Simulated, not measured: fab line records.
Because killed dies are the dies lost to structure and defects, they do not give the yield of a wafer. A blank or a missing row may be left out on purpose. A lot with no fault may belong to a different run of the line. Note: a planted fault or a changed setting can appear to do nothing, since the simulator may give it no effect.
The tool behind it: which one? | flow sky130 | Sampling: 13 lots, 39 wafers, 2 of 708 route steps

WHAT THE GAUGES READ, wafer by wafer
SKY_NWELL_TW_MEAS_15.
lot  | measured     | on           | NWELL_TW
L504 | day 4 15:37  | filmMetro-03 | 1824 1823 1818
L505 | day 4 23:19  | filmMetro-01 | 1827 1822 1815
L507 | day 6 05:26  | filmMetro-02 | 1801 1797 1819
L508 | day 6 14:26  | filmMetro-01 | 1823 1812 1821
L512 | day 6 23:10  | filmMetro-03 | 1815 1814 1816
L513 | day 7 03:50  | filmMetro-01 | 1823 1820 1818
L516 | day 7 19:50  | filmMetro-03 | 1810 1813 1815
L515 | day 7 20:46  | filmMetro-03 | 1817 1815 1826
L517 | day 8 04:44  | filmMetro-01 | 1831 1825 1824
L518 | day 8 08:31  | filmMetro-02 | 1795 1819 1810
L519 | day 8 13:25  | filmMetro-02 | 1816 1820 1814
L520 | day 8 18:25  | filmMetro-01 | 1816 1828 1817
L524 | day 10 00:26 | filmMetro-03 | 1800 1798 1799

WHAT TOOL EACH LOT RAN ON (gives the tool, then ch and the chambers of the sampled wafers, and finally the start)
lot  | SKY_NWELL_STRIP_14
L504 | plasmaAsher-03 ch 0,1, day 4 15:31
L505 | plasmaAsher-01 ch 0,1, day 4 23:13
L507 | plasmaAsher-02 ch 0,1, day 6 05:19
L508 | plasmaAsher-02 ch 0,1, day 6 14:19
L512 | plasmaAsher-01 ch 1, day 6 23:04
L513 | plasmaAsher-01 ch 0,1, day 7 03:43
L516 | plasmaAsher-01 ch 1, day 7 19:43
L515 | plasmaAsher-03 ch 0,1, day 7 20:40
L517 | plasmaAsher-01 ch 0,1, day 8 04:39
L518 | plasmaAsher-02 ch 0,1, day 8 08:25
L519 | plasmaAsher-01 ch 0,1, day 8 13:19
L520 | plasmaAsher-03 ch 0,1, day 8 18:19
L524 | plasmaAsher-02 ch 0,1, day 10 00:20
- SKY_NWELL_STRIP_14: strips in O2/N2.

AS READ BY THE TOOLS THEMSELVES (means over the sampled wafers that have a number; for cases with no such wafer, the mark the record gives instead)
SKY_NWELL_STRIP_14.
lot  | tool           | drypumpMotorCurrentA (A) | oesProductAu (a.u.) | stripTimeToEndpointS (s)
L504 | plasmaAsher-03 | 5.68                     | 0.722               | 37.02
L505 | plasmaAsher-01 | 6.14                     | 0.726               | 36.77
L507 | plasmaAsher-02 | 5.80                     | 0.720               | 36.85
L508 | plasmaAsher-02 | 5.83                     | 0.725               | 36.94
L512 | plasmaAsher-01 | 5.80                     | 0.721               | 36.88
L513 | plasmaAsher-01 | 5.97                     | 0.728               | 36.90
L516 | plasmaAsher-01 | 5.79                     | 0.724               | 36.83
L515 | plasmaAsher-03 | 5.72                     | 0.723               | 36.78
L517 | plasmaAsher-01 | 6.12                     | 0.723               | 36.81
L518 | plasmaAsher-02 | 5.84                     | 0.721               | 37.00
L519 | plasmaAsher-01 | 6.13                     | 0.726               | 36.98
L520 | plasmaAsher-03 | 5.71                     | 0.716               | 36.83
L524 | plasmaAsher-02 | 5.84                     | 0.723               | 37.05

THE ANSWER, worked out from the rows above alone
Rule: the usual values come from the lots themselves. Put in order of their means at a reading, lots are off if they are a third of the lots or fewer, leave a main group of 4 or more, and stand apart from it by a gap of 3 or more times the standard deviation of the main group's means; of several such gaps the widest counts. A main group is skipped when, at the precision printed for the reading in the tables above, its means are all equal. Also off: a lot with no number at a reading for which 4 or more lots have one. Any other lot the step has rows for is counted as sound. After the gauges, taken in route order, come the tools' own readings; for these a lot's mean is taken, as printed above. The first step at which some lot is off is used, and at that step the reading that is off furthest; a lot without a number counts as furthest.
Nothing can be told from this: no lot is off at any reading shown.

WHAT THE SIMULATOR HAD INSERTED
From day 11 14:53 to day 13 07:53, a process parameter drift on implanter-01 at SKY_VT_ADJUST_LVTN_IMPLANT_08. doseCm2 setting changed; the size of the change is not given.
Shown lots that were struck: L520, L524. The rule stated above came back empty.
